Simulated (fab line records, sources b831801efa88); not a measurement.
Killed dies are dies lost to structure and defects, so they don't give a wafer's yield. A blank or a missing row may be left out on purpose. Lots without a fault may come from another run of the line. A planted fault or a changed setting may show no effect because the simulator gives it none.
fab line records | flow sky130
record lots=24 wafers=72 last_day=50
route steps=708 shown METAL1@452 VIA2@523 METAL3@533 PASSIVATION@682
lots that met no fault: from a run of the same line without faults
start_h: hours from the record's first day to the start of the lot's first wafer shown | wait_h: hours since the lot's step before | " the same as in the row above | L1.1+2: a row that stands for several wafers | - no value, or no start given | * or withheld: withheld | < > ~ a bound
route shown NAME@n: a module of which the file shows steps, and the number in the route of the first | usual: mean/standard deviation of fault-free wafers | same: alike in all rows | chamber/n: place in a boat | sites: the reading at each site | _std_site: their standard deviation | _edge_site: outer sites' mean less inner sites' | radius_mm: how far each site lies from the wafer's centre | mask NAME#n: copy n | behind: the tool/chamber that last shaped the wafer | hold: why the lot was held/for how many hours/how that ended | device: the transistor (n, p or np) that didn't switch | end of line: the same wafers' tests at the end of the route | a step without rows: its recipe alone | killed: dies lost to structure and defects at the first sort, not the wafer's yield | map: a wafer's dies, x killed, . not, _ none there
set.NAME: the setting as run; set.NAME@STEP: as run at that earlier step | model.NAME: the simulator's own value behind a step, which no gauge read
steps of the route over a sample of lots; a table a step, a row a wafer
services: from which hour (start_h, from the record's first day; less than 0 if before it) a tool's chamber was out of use, for how many hours, and why
## steps
# step SKY_METAL1_ETCH_18
# recipe chemistry=N2/H2 target=BARC ion_energy_ev=200 bias_w=100 pressure_mtorr=30 n2_flow_sccm=100 h2_flow_sccm=200 icp_w=500 stop_on=SiO2 time_s=45.9 target_depth_a=600
# usual chamber_pressure_mTorr=29.997/0.026 drypump_motor_current_A=5.70/0.28 oes_product_au=0.855/0.0047 throttle_valve_pct=13.224/0.0088
# columns lot.wafer tool chamber start_h wait_h chamber_pressure_mTorr drypump_motor_current_A oes_product_au rf_hours_counter_h throttle_valve_pct
L074.3 rie_metal-04 1 763.61 0.0 30.000 5.78 0.851 - 13.226
L074.4 " 0 " " 29.964 5.19 0.848 - 13.228
L074.5 " 1 " " 30.044 5.81 0.852 - 13.232
L075.3 rie_metal-02 1 765.20 0.0 29.970 5.97 0.853 - 13.214
L075.4 " 0 " " 29.983 5.76 0.851 - 13.232
L075.6 " 0 " " 29.961 5.76 0.853 - 13.205
L076.1 rie_metal-02 0 776.39 0.0 29.997 5.77 0.857 9 13.226
L076.3 " 0 " " 30.027 5.78 0.859 - 13.209
L076.6 " 0 " " 29.935 5.74 0.854 - 13.227
L077.1 rie_metal-02 0 797.38 0.0 29.969 5.77 0.861 9 13.220
L077.3 " 1 " " 30.008 5.95 0.859 - 13.228
L077.5 " 0 " " 29.990 5.77 0.867 - 13.216
L078.1 rie_metal-04 1 813.98 0.0 29.993 5.79 0.856 8 13.232
L078.5 " 1 " " 30.036 5.79 0.852 - 13.222
L078.6 " 0 " " 30.004 5.21 0.846 - 13.227
L079.1 rie_metal-02 0 816.78 0.0 30.034 5.78 0.858 10 13.229
L079.5 " 1 " " 30.026 5.92 0.855 - 13.230
L079.6 " 0 " " 29.978 5.80 0.852 - 13.229
L080.1 rie_metal-02 0 819.23 0.0 29.974 5.79 0.856 10 13.223
L080.3 " 1 " " 29.985 5.86 0.855 - 13.209
L080.6 " 0 " " 30.037 5.77 0.858 - 13.222
L081.2 rie_metal-04 0 830.23 0.0 29.975 5.18 0.855 12 13.225
L081.4 " 0 " " 29.983 5.19 0.850 - 13.235
L081.6 " 0 " " 29.938 5.19 0.863 - 13.240
L082.1 rie_metal-02 1 840.73 0.0 29.954 5.91 0.859 4 13.227
L082.2 " 0 " " 30.008 5.77 0.849 11 13.235
L082.3 " 1 " " 30.003 5.93 0.856 - 13.223
L083.1 rie_metal-03 1 847.84 0.0 30.025 5.70 0.862 8 13.222
L083.3 " 0 " " 29.943 5.97 0.852 - 13.220
L083.6 " 0 " " 29.966 5.98 0.854 - 13.233
L084.2 rie_metal-04 0 849.43 0.0 30.007 5.20 0.850 13 13.215
L084.4 " 1 " " 30.008 5.80 0.857 - 13.237
L084.5 " 0 " " 29.987 5.18 0.861 - 13.238
L085.4 rie_metal-02 1 869.12 0.0 30.005 5.92 0.856 - 13.218
L085.5 " 0 " " 30.002 5.75 0.845 - 13.226
L085.6 " 1 " " 29.998 5.96 0.851 - 13.216
L087.1 rie_metal-04 0 870.13 0.0 30.013 5.20 0.854 14 13.238
L087.4 " 1 " " 29.978 5.79 0.853 - 13.223
L087.6 " 0 " " 29.976 5.20 0.852 - 13.209
L086.3 rie_metal-03 1 870.60 0.0 30.033 5.69 0.851 - 13.229
L086.4 " 0 " " 29.981 5.97 0.864 - 13.219
L086.6 " 1 " " 30.032 5.70 0.853 - 13.221
L088.1 rie_metal-02 0 878.64 0.0 30.007 5.76 0.853 13 13.228
L088.2 " 1 " " 29.984 5.90 0.858 6 13.217
L088.3 " 1 " " 30.006 5.92 0.850 - 13.222
L089.2 rie_metal-04 1 880.44 0.0 29.975 5.80 0.851 10 13.229
L089.4 " 0 " " 30.018 5.15 0.859 - 13.210
L089.6 " 1 " " 30.007 5.80 0.854 - 13.230
L090.1 rie_metal-02 0 886.68 0.0 29.984 5.78 0.858 13 13.235
L090.2 " 1 " " 29.944 5.92 0.856 6 13.213
L090.4 " 0 " " 30.004 5.80 0.854 - 13.218
L091.2 rie_metal-04 1 897.03 0.0 29.985 5.78 0.859 10 13.235
L091.3 " 1 " " 29.987 5.77 0.855 - 13.238
L091.5 " 0 " " 29.973 5.19 0.855 - 13.223
L092.1 rie_metal-04 1 900.98 0.0 30.002 5.81 0.855 11 13.218
L092.5 " 0 " " 30.007 5.17 0.850 - 13.216
L092.6 " 1 " " 30.023 5.80 0.863 - 13.223
L093.1 rie_metal-03 1 905.18 0.0 30.007 5.71 0.856 11 13.224
L093.4 " 1 " " 30.000 5.71 0.854 - 13.233
L093.5 " 1 " " 29.992 5.72 0.854 - 13.210
L094.2 rie_metal-02 1 920.18 0.0 29.991 5.91 0.857 7 13.236
L094.4 " 1 " " 29.892 5.92 0.853 - 13.222
L094.5 " 0 " " 29.988 5.77 0.853 - 13.218
L095.1 rie_metal-02 1 925.99 0.0 29.976 5.94 0.864 8 13.234
L095.3 " 1 " " 29.983 5.98 0.860 - 13.220
L095.6 " 1 " " 29.982 5.94 0.856 - 13.222
L096.3 rie_metal-04 1 933.42 0.0 29.979 5.81 0.853 - 13.216
L096.4 " 0 " " 30.018 5.16 0.851 - 13.231
L096.6 " 1 " " 30.007 5.81 0.854 - 13.237
L097.4 rie_metal-04 0 943.45 0.0 30.026 5.17 0.854 - 13.232
L097.5 " 1 " " 30.018 5.81 0.858 - 13.223
L097.6 " 0 " " 29.955 5.17 0.851 - 13.232
# step SKY_VIA2_STRIP_16
# recipe chemistry=O2/N2 power_w=1400 pressure_mtorr=1500 platen_temp_c=withheld o2_flow_sccm=3000 n2_flow_sccm=300 overash_fraction=0.5
# usual chamber_pressure_mTorr=1500.1/1.3 drypump_motor_current_A=5.5/0.46 oes_product_au=0.402/0.0046 strip_time_to_endpoint_s=4.134/0.028
# columns lot.wafer tool chamber start_h wait_h chamber_pressure_mTorr drypump_motor_current_A oes_product_au rf_hours_counter_h strip_time_to_endpoint_s
L074.3 plasma_asher-01 1 849.09 0.1 1499.9 5.2 0.404 - 4.109
L074.4 " 0 " " 1500.7 5.5 0.393 - 4.156
L074.5 " 0 " " 1502.9 5.5 0.406 - 4.129
L075.3 plasma_asher-02 1 849.18 0.1 1503.1 6.2 0.403 - 4.165
L075.4 " 0 " " 1499.2 6.0 0.397 - 4.119
L075.6 " 1 " " 1499.3 6.2 0.404 - 4.164
L076.1 plasma_asher-01 0 859.92 0.0 1501.8 5.5 0.406 70 4.174
L076.3 " 1 " " 1499.4 5.2 0.412 - 4.127
L076.6 " 1 " " 1498.3 5.2 0.397 - 4.143
L077.1 plasma_asher-03 1 880.66 0.0 1498.4 5.5 0.401 12 4.155
L077.3 " 0 " " 1501.0 4.8 0.399 - 4.170
L077.5 " 1 " " 1501.9 5.5 0.402 - 4.121
L078.1 plasma_asher-01 0 896.17 0.0 1501.0 5.5 0.398 74 4.128
L078.5 " 0 " " 1501.6 5.5 0.405 - 4.135
L078.6 " 1 " " 1501.3 5.2 0.401 - 4.144
L079.1 plasma_asher-02 0 899.60 0.0 1498.9 5.9 0.399 114 4.118
L079.5 " 1 " " 1499.9 6.1 0.402 - 4.130
L079.6 " 0 " " 1501.6 6.0 0.388 - 4.128
L080.1 plasma_asher-03 1 902.06 0.0 1501.5 5.5 0.404 14 4.146
L080.3 " 1 " " 1500.6 5.5 0.401 - 4.106
L080.6 " 0 " " 1497.0 4.8 0.396 - 4.094
L081.2 plasma_asher-03 0 912.02 0.0 1499.3 4.8 0.398 15 4.125
L081.4 " 1 " " 1502.6 5.5 0.402 - 4.131
L081.6 " 1 " " 1498.2 5.5 0.404 - 4.142
L082.1 plasma_asher-03 1 922.27 0.0 1501.4 5.5 0.401 16 4.133
L082.2 " 0 " " 1498.4 4.8 0.402 16 4.080
L082.3 " 1 " " 1499.5 5.5 0.403 - 4.140
L083.1 plasma_asher-03 0 929.22 0.0 1501.6 4.8 0.396 17 4.059
L083.3 " 1 " " 1500.1 5.5 0.402 - 4.078
L083.6 " 1 " " 1502.0 5.5 0.399 - 4.082
L084.2 plasma_asher-03 1 930.22 0.0 1498.4 5.5 0.402 17 4.114
L084.4 " 1 " " 1499.4 5.5 0.403 - 4.096
L084.5 " 0 " " 1499.4 4.8 0.404 - 4.148
L085.4 plasma_asher-02 0 949.60 0.1 1501.6 6.0 0.402 - 4.122
L085.5 " 1 " " 1498.9 6.1 0.400 - 4.159
L085.6 " 0 " " 1500.9 6.0 0.395 - 4.120
L086.3 plasma_asher-02 0 950.40 0.1 1499.7 6.0 0.405 - 4.140
L086.4 " 1 " " 1499.8 6.1 0.404 - 4.137
L086.6 " 0 " " 1500.6 6.0 0.408 - 4.155
L087.1 plasma_asher-01 0 950.71 0.0 1500.6 5.5 0.408 80 4.128
L087.4 " 0 " " 1499.9 5.5 0.407 - 4.115
L087.6 " 1 " " 1501.0 5.2 0.400 - 4.119
L088.1 plasma_asher-03 1 957.41 0.0 1499.8 5.5 0.402 20 4.170
L088.2 " 0 " " 1498.2 4.8 0.398 20 4.107
L088.3 " 1 " " 1500.8 5.5 0.407 - 4.151
L089.2 plasma_asher-02 1 959.65 0.0 1499.4 6.1 0.405 118 4.185
L089.4 " 1 " " 1498.7 6.1 0.403 - 4.127
L089.6 " 1 " " 1500.7 6.2 0.405 - 4.177
L090.1 plasma_asher-01 1 964.95 0.0 1501.0 5.2 0.396 82 4.123
L090.2 " 0 " " 1500.2 5.5 0.408 82 4.140
L090.4 " 0 " " 1500.3 5.5 0.401 - 4.138
L091.2 plasma_asher-01 0 975.02 0.0 1499.5 5.5 0.402 83 4.119
L091.3 " 0 " " 1501.8 5.5 0.400 - 4.159
L091.5 " 0 " " 1500.9 5.5 0.404 - 4.167
L092.1 plasma_asher-01 0 978.92 0.0 1499.9 5.5 0.404 83 4.157
L092.5 " 0 " " 1501.5 5.5 0.404 - 4.164
L092.6 " 1 " " 1503.3 5.2 0.406 - 4.132
L093.1 plasma_asher-03 1 981.42 0.0 1500.9 5.5 0.404 23 4.154
L093.4 " 0 " " 1500.3 4.8 0.400 - 4.126
L093.5 " 0 " " 1499.2 4.8 0.398 - 4.163
L094.2 plasma_asher-03 0 996.66 0.0 1499.4 4.8 0.407 25 4.116
L094.4 " 0 " " 1499.0 4.8 0.401 - 4.112
L094.5 " 0 " " 1500.7 4.8 0.406 - 4.167
L095.1 plasma_asher-03 1 1002.95 0.0 1500.4 5.5 0.407 26 4.197
L095.3 " 0 " " 1498.8 4.8 0.388 - 4.202
L095.6 " 1 " " 1501.6 5.5 0.402 - 4.152
L096.3 plasma_asher-02 1 1009.25 0.1 1499.6 6.1 0.406 - 4.091
L096.4 " 0 " " 1503.4 6.0 0.398 - 4.120
L096.6 " 0 " " 1503.1 6.0 0.406 - 4.116
L097.4 plasma_asher-02 1 1018.30 0.1 1496.9 6.1 0.411 - 4.146
L097.5 " 0 " " 1499.2 6.0 0.402 - 4.158
L097.6 " 1 " " 1500.1 6.1 0.405 - 4.101
# step SKY_VIA2_THK_MEAS_23
# recipe thk_meas_gauge=xrf reads=W_of_VIA2_CVD_21
# usual VIA2_W_THK=432/10
# columns lot.wafer tool chamber start_h wait_h VIA2_W_THK[nm]
L074.3 film_metro-01 - 850.01 0.1 424
L074.4 " - " " 436
L074.5 " - " " 430
L075.3 film_metro-03 - 850.07 0.1 420
L075.4 " - " " 434
L075.6 " - " " 420
L076.1 film_metro-03 - 860.82 0.1 421
L076.3 " - " " 424
L076.6 " - " " 420
L077.1 film_metro-03 - 881.56 0.1 422
L077.3 " - " " 446
L077.5 " - " " 443
L078.1 film_metro-02 - 897.08 0.1 440
L078.5 " - " " 459
L078.6 " - " " 439
L079.1 film_metro-03 - 900.54 0.1 421
L079.5 " - " " 417
L079.6 " - " " 421
L080.1 film_metro-01 - 902.97 0.1 428
L080.3 " - " " 415
L080.6 " - " " 422
L081.2 film_metro-02 - 912.99 0.1 432
L081.4 " - " " 435
L081.6 " - " " 451
L082.1 film_metro-03 - 923.51 0.1 422
L082.2 " - " " 424
L082.3 " - " " 422
L083.1 film_metro-01 - 930.66 0.1 430
L083.3 " - " " 430
L083.6 " - " " 435
L084.2 film_metro-02 - 931.27 0.1 447
L084.4 " - " " 442
L084.5 " - " " 439
L085.4 film_metro-03 - 950.55 0.1 432
L085.5 " - " " 434
L085.6 " - " " 429
L086.3 film_metro-01 - 951.35 0.1 422
L086.4 " - " " 416
L086.6 " - " " 411
L087.1 film_metro-01 - 951.67 0.1 425
L087.4 " - " " 428
L087.6 " - " " 418
L088.1 film_metro-02 - 958.35 0.1 438
L088.2 " - " " 447
L088.3 " - " " 454
L089.2 film_metro-02 - 960.56 0.1 439
L089.4 " - " " 434
L089.6 " - " " 436
L090.1 film_metro-01 - 965.86 0.1 435
L090.2 " - " " 427
L090.4 " - " " 436
L091.2 film_metro-02 - 975.95 0.1 438
L091.3 " - " " 434
L091.5 " - " " 429
L092.1 film_metro-03 - 979.86 0.1 418
L092.5 " - " " 424
L092.6 " - " " 437
L093.1 film_metro-02 - 982.36 0.1 439
L093.4 " - " " 439
L093.5 " - " " 453
L094.2 film_metro-01 - 997.58 0.1 434
L094.4 " - " " 445
L094.5 " - " " 429
L095.1 film_metro-01 - 1003.85 0.1 440
L095.3 " - " " 439
L095.6 " - " " 429
L096.3 film_metro-01 - 1010.14 0.1 433
L096.4 " - " " 429
L096.6 " - " " 430
L097.4 film_metro-01 - 1019.20 0.1 433
L097.5 " - " " 443
L097.6 " - " " 431
# step SKY_METAL3_SPUTTER_01
# recipe material=TiN target_thk_nm=20 power_w=6500 time_s=16.7 chamber_pressure_pa=0.4
# usual throttle_valve_pct=29.7/1
# columns lot.wafer tool chamber start_h wait_h throttle_valve_pct
L074.3 pvd_sputter-04 - 850.38 0.0 29.9
L074.4 " - " " 29.5
L074.5 " - " " 27.9
L075.3 pvd_sputter-01 - 850.68 0.0 30.5
L075.4 " - " " 30.8
L075.6 " - " " 29.4
L076.1 pvd_sputter-04 - 861.23 0.0 27.7
L076.3 " - " " 28.9
L076.6 " - " " 28.9
L077.1 pvd_sputter-02 - 881.98 0.0 30.2
L077.3 " - " " 29.3
L077.5 " - " " 28.9
L078.1 pvd_sputter-01 - 897.46 0.0 30.7
L078.5 " - " " 30.5
L078.6 " - " " 30.8
L079.1 pvd_sputter-04 - 900.93 0.0 29.0
L079.5 " - " " 29.3
L079.6 " - " " 27.9
L080.1 pvd_sputter-01 - 903.35 0.0 30.8
L080.3 " - " " 30.7
L080.6 " - " " 30.8
L081.2 pvd_sputter-01 - 913.36 0.0 30.7
L081.4 " - " " 31.0
L081.6 " - " " 31.1
L082.1 pvd_sputter-02 - 923.90 0.0 28.7
L082.2 " - " " 30.2
L082.3 " - " " 31.3
L083.1 pvd_sputter-04 - 931.05 0.0 28.7
L083.3 " - " " 27.8
L083.6 " - " " 28.8
L084.2 pvd_sputter-01 - 931.64 0.0 29.4
L084.4 " - " " 30.9
L084.5 " - " " 30.3
L085.4 pvd_sputter-01 - 950.90 0.0 30.9
L085.5 " - " " 29.1
L085.6 " - " " 30.7
L086.3 pvd_sputter-04 - 951.72 0.0 28.6
L086.4 " - " " 27.8
L086.6 " - " " 27.7
L087.1 pvd_sputter-01 - 952.05 0.0 29.5
L087.4 " - " " 30.8
L087.6 " - " " 29.4
L088.1 pvd_sputter-02 - 958.73 0.0 28.6
L088.2 " - " " 29.5
L088.3 " - " " 31.3
L089.2 pvd_sputter-02 - 960.94 0.0 31.1
L089.4 " - " " 29.2
L089.6 " - " " 31.4
L090.1 pvd_sputter-04 - 966.24 0.0 29.0
L090.2 " - " " 28.4
L090.4 " - " " 27.8
L091.2 pvd_sputter-01 - 976.32 0.0 30.8
L091.3 " - " " 29.3
L091.5 " - " " 30.5
L092.1 pvd_sputter-04 - 980.24 0.0 28.9
L092.5 " - " " 29.9
L092.6 " - " " 28.9
L093.1 pvd_sputter-04 - 982.92 0.0 29.2
L093.4 " - " " 27.7
L093.5 " - " " 27.8
L094.2 pvd_sputter-02 - 997.95 0.0 30.1
L094.4 " - " " 28.9
L094.5 " - " " 28.7
L095.1 pvd_sputter-02 - 1004.24 0.0 28.7
L095.3 " - " " 29.2
L095.6 " - " " 29.6
L096.3 pvd_sputter-04 - 1010.50 0.0 28.7
L096.4 " - " " 27.8
L096.6 " - " " 30.1
L097.4 pvd_sputter-01 - 1019.55 0.0 30.8
L097.5 " - " " 30.4
L097.6 " - " " 30.9
# step SKY_METAL3_SPUTTER_03
# recipe material=Ti target_thk_nm=5 power_w=3000 time_s=3.3 chamber_pressure_pa=0.4
# usual throttle_valve_pct=29.7/1.1
# columns lot.wafer tool chamber start_h wait_h throttle_valve_pct
L074.3 pvd_sputter-04 - 850.44 0.0 30.2
L074.4 " - " " 29.0
L074.5 " - " " 27.7
L075.3 pvd_sputter-01 - 850.74 0.0 30.5
L075.4 " - " " 31.2
L075.6 " - " " 29.1
L076.1 pvd_sputter-04 - 861.29 0.0 27.7
L076.3 " - " " 28.7
L076.6 " - " " 28.6
L077.1 pvd_sputter-02 - 882.05 0.0 30.1
L077.3 " - " " 29.3
L077.5 " - " " 28.6
L078.1 pvd_sputter-01 - 897.53 0.0 31.0
L078.5 " - " " 30.4
L078.6 " - " " 31.0
L079.1 pvd_sputter-04 - 900.99 0.0 29.1
L079.5 " - " " 29.3
L079.6 " - " " 27.8
L080.1 pvd_sputter-01 - 903.42 0.0 30.8
L080.3 " - " " 30.7
L080.6 " - " " 30.9
L081.2 pvd_sputter-01 - 913.43 0.0 30.7
L081.4 " - " " 31.1
L081.6 " - " " 30.8
L082.1 pvd_sputter-02 - 923.96 0.0 28.6
L082.2 " - " " 30.2
L082.3 " - " " 31.7
L083.1 pvd_sputter-04 - 931.11 0.0 29.0
L083.3 " - " " 27.6
L083.6 " - " " 28.4
L084.2 pvd_sputter-01 - 931.70 0.0 29.3
L084.4 " - " " 30.8
L084.5 " - " " 30.6
L085.4 pvd_sputter-01 - 950.96 0.0 30.9
L085.5 " - " " 29.2
L085.6 " - " " 30.5
L086.3 pvd_sputter-04 - 951.78 0.0 28.6
L086.4 " - " " 27.8
L086.6 " - " " 27.7
L087.1 pvd_sputter-01 - 952.11 0.0 29.2
L087.4 " - " " 30.7
L087.6 " - " " 29.4
L088.1 pvd_sputter-02 - 958.79 0.0 28.4
L088.2 " - " " 28.9
L088.3 " - " " 31.2
L089.2 pvd_sputter-02 - 961.00 0.0 31.3
L089.4 " - " " 29.3
L089.6 " - " " 31.1
L090.1 pvd_sputter-04 - 966.31 0.0 29.2
L090.2 " - " " 28.7
L090.4 " - " " 27.9
L091.2 pvd_sputter-01 - 976.38 0.0 30.8
L091.3 " - " " 29.1
L091.5 " - " " 30.6
L092.1 pvd_sputter-04 - 980.31 0.0 29.3
L092.5 " - " " 30.3
L092.6 " - " " 28.7
L093.1 pvd_sputter-04 - 982.98 0.0 29.4
L093.4 " - " " 27.6
L093.5 " - " " 27.7
L094.2 pvd_sputter-02 - 998.01 0.0 30.3
L094.4 " - " " 28.9
L094.5 " - " " 28.9
L095.1 pvd_sputter-02 - 1004.30 0.0 28.6
L095.3 " - " " 29.4
L095.6 " - " " 29.4
L096.3 pvd_sputter-04 - 1010.57 0.0 28.7
L096.4 " - " " 27.5
L096.6 " - " " 30.2
L097.4 pvd_sputter-01 - 1019.62 0.0 30.8
L097.5 " - " " 30.7
L097.6 " - " " 31.3
# step SKY_PASSIVATION_THK_MEAS_01
# recipe reads=SiO2_of_PASSIVATION_CVD_00
# usual PASSIVATION_CVD_00_THK=90.3/1.1
# columns lot.wafer tool chamber start_h wait_h PASSIVATION_CVD_00_THK[nm]
L075.3 film_metro-04 - 1030.57 - 88.5
L075.4 " - " " 90.2
L075.6 " - " " 91.2
L074.3 film_metro-02 - 1030.58 - 90.4
L074.4 " - " " 91.6
L074.5 " - " " 93.2
L076.1 film_metro-03 - 1036.94 - 89.1
L076.3 " - " " 89.5
L076.6 " - " " 90.8
L077.1 film_metro-03 - 1055.22 - 89.5
L077.3 " - " " 90.3
L077.5 " - " " 91.3
L078.1 film_metro-03 - 1070.62 - 90.0
L078.5 " - " " 90.7
L078.6 " - " " 91.1
L079.1 film_metro-03 - 1073.24 - 90.5
L079.5 " - " " 92.0
L079.6 " - " " 93.3
L080.1 film_metro-03 - 1076.40 - 89.8
L080.3 " - " " 88.6
L080.6 " - " " 91.3
L081.2 film_metro-04 - 1081.43 - 92.5
L081.4 " - " " 92.0
L081.6 " - " " 92.5
L082.1 film_metro-03 - 1091.64 - 91.1
L082.2 " - " " 89.0
L082.3 " - " " 91.0
L083.1 film_metro-02 - 1100.15 - 90.3
L083.3 " - " " 90.8
L083.6 " - " " 91.2
L084.2 film_metro-03 - 1100.25 - 89.9
L084.4 " - " " 89.3
L084.5 " - " " 91.1
L085.4 film_metro-02 - 1114.86 - 91.3
L085.5 " - " " 91.3
L085.6 " - " " 89.5
L086.3 film_metro-04 - 1117.00 - 88.3
L086.4 " - " " 90.4
L086.6 " - " " 89.2
L087.1 film_metro-03 - 1117.61 - 89.5
L087.4 " - " " 89.9
L087.6 " - " " 91.5
L088.1 film_metro-04 - 1121.14 - 90.1
L088.2 " - " " 89.4
L088.3 " - " " 89.7
L089.2 film_metro-02 - 1123.30 - 89.8
L089.4 " - " " 90.3
L089.6 " - " " 90.9
L090.1 film_metro-02 - 1125.38 - 87.7
L090.2 " - " " 89.2
L090.4 " - " " 89.8
L091.2 film_metro-04 - 1136.15 - 89.7
L091.3 " - " " 90.1
L091.5 " - " " 89.9
L092.1 film_metro-02 - 1139.58 - 88.8
L092.5 " - " " 91.2
L092.6 " - " " 90.6
L093.1 film_metro-03 - 1142.53 - 90.4
L093.4 " - " " 92.8
L093.5 " - " " 90.6
L094.2 film_metro-02 - 1152.23 - 90.7
L094.4 " - " " 91.8
L094.5 " - " " 92.0
L095.1 film_metro-02 - 1159.73 - 88.1
L095.3 " - " " 89.0
L095.6 " - " " 91.7
L096.3 film_metro-02 - 1162.17 - 88.9
L096.4 " - " " 90.5
L096.6 " - " " 89.6
L097.4 film_metro-04 - 1169.40 - 90.7
L097.5 " - " " 90.5
L097.6 " - " " 91.6
## services
# columns tool chamber start_h hours kind
pvd_sputter-02 - 747.81 3.5 repair
rie_metal-02 1 755.75 7.5 repair
plasma_asher-02 - 757.55 0.7 repair
rie_metal-02 - 771.90 2.8 pm
rie_metal-03 1 802.63 4.2 repair
plasma_asher-01 - 810.50 2.8 pm
plasma_asher-03 - 810.69 14.6 pm
pvd_sputter-02 - 810.81 4.5 repair
rie_metal-04 1 818.79 1.1 repair
pvd_sputter-01 0 835.51 - consumable_replace:kit
pvd_sputter-01 0 835.51 18.0 scheduled_down
pvd_sputter-01 0 835.51 18.0 vent_cycle
pvd_sputter-02 - 845.70 5.3 repair
pvd_sputter-02 - 882.27 3.4 repair
rie_metal-04 - 907.89 4.0 pm
plasma_asher-02 - 913.48 23.6 repair
pvd_sputter-04 - 921.83 1.7 repair
pvd_sputter-02 - 933.33 1.2 repair
pvd_sputter-02 - 935.67 5.1 repair
pvd_sputter-04 - 942.29 3.1 repair
plasma_asher-03 - 956.20 0.9 repair
plasma_asher-02 - 968.65 28.1 pm
rie_metal-02 1 1000.36 3.1 repair
pvd_sputter-01 - 1002.92 2.7 repair
## key
fault none
